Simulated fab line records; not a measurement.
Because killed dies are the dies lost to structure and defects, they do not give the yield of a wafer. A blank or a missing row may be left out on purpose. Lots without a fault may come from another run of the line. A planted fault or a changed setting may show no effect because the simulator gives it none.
8D (eight disciplines) problem report, filled in by code + flow sky130 + the parts of the form that need people (team, actions taken, sign-off) are left out

== 1. WHAT IS WRONG ==
Mean of killed at contacts at SKY_PAD_OPEN_PROBE_99: 67 across 6 wafers in 2 lots; on wafers with no fault it is 24 (standard deviation 5.1). Relative to the usual mean, that is a shift of +8.4 standard deviations.
First observed at day 49 20:33: wafer L347.1, on prober-02. Wafers with a number at this step in the record: 6, from 2 lots. By rule, "out" or "out of limits" means more than 4 standard deviations away from the usual mean. Any other wafer with a number is counted as sound.

== 2. WHAT IT IS; WHAT IT IS NOT ==
| question                    | is                     | is not                                                                                 |
|-----------------------------|------------------------|----------------------------------------------------------------------------------------|
| which readings at this step | killed at contacts     | killed_at_M0_to_M3, killed_at_M4_up, killed at front end, killed at other, killed open |
| which lots                  | L347, L349             | -                                                                                      |
| which wafers of those lots  | all that have a number | -                                                                                      |
| read on which tools         | prober-02              | -                                                                                      |
| when                        | from day 49 20:33      | up to then (0 sound wafers)                                                            |

== 3. WHAT RULES OUT EACH SUSPECT ==
Counting: a tool stays on the suspect list if, at a process step up to the reading, it processed all lots that are out and no sound lot following the first of them.
- hdpcvd-01 at SKY_CONTACT_HDPCVD_02 (deposits SiO2, target thk 565 nm, time 94.2 s): kept. It ran every lot that is out, first L347 (day 36 00:28), and no sound lot after that.
- rie metal-03 at SKY_METAL4_METAL_ETCH_18 (etches the open film in Cl2/BCl3, stops on SiO2, target depth 845 nm, time 183.1 s): kept. It ran every lot that is out, first L347 (day 46 11:17), and no sound lot after that.
- prober-02 at SKY_PAD_OPEN_PROBE_99: kept. It ran every lot that is out, first L347 (day 49 20:33), and no sound lot after that. Out on those wafers are its own readings of killed at contacts.
The count leaves hdpcvd-01 at SKY_CONTACT_HDPCVD_02, rie metal-03 at SKY_METAL4_METAL_ETCH_18, and prober-02 at SKY_PAD_OPEN_PROBE_99.

== 4. THE CAUSE (what the simulator had put in) ==
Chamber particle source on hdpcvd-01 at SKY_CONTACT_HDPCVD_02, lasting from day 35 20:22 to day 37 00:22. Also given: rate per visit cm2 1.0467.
3 suspects survive the count, and this tool is in that group.

== 5. THE CHAIN OF EFFECTS, in route order ==
One row per reading whose mean, taken over the struck wafers that have a number, lies over 3 standard deviations from the usual. Readings are gone through only where the record gives a usual standard deviation; hours: the median, over the lots, of the time from a lot's start at the first step in this table giving one to that lot's start at this step; sigmas: the change measured in usual standard deviations.
| hours | step                  | reading            | usual | on struck wafers | change | sigmas |
|-------|-----------------------|--------------------|-------|------------------|--------|--------|
| 0     | SKY_PAD_OPEN_PROBE_99 | killed at contacts | 24    | 67               | +43    | +8.4   |
| 0     | SKY_PAD_OPEN_PROBE_99 | killed dies        | 85    | 121              | +36    | +4.1   |
Process steps it contains:
- SKY_PAD_OPEN_PROBE_99

== 6. HOW IT WOULD HAVE BEEN CAUGHT EARLIER ==
First out-of-limits reading in this record: day 49 20:33, which is 336 hours after fault onset at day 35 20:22.
An alarm limit of 4 standard deviations would not have fired on the tool readings at SKY_CONTACT_HDPCVD_02 for which the record gives a usual standard deviation, since none of them was out on any struck wafer.
The start of SKY_CONTACT_HDPCVD_02 on hdpcvd-01 came by day 49 20:33 for every one of the lots that are out (2). None of them would have been spared by holding the tool at that moment.
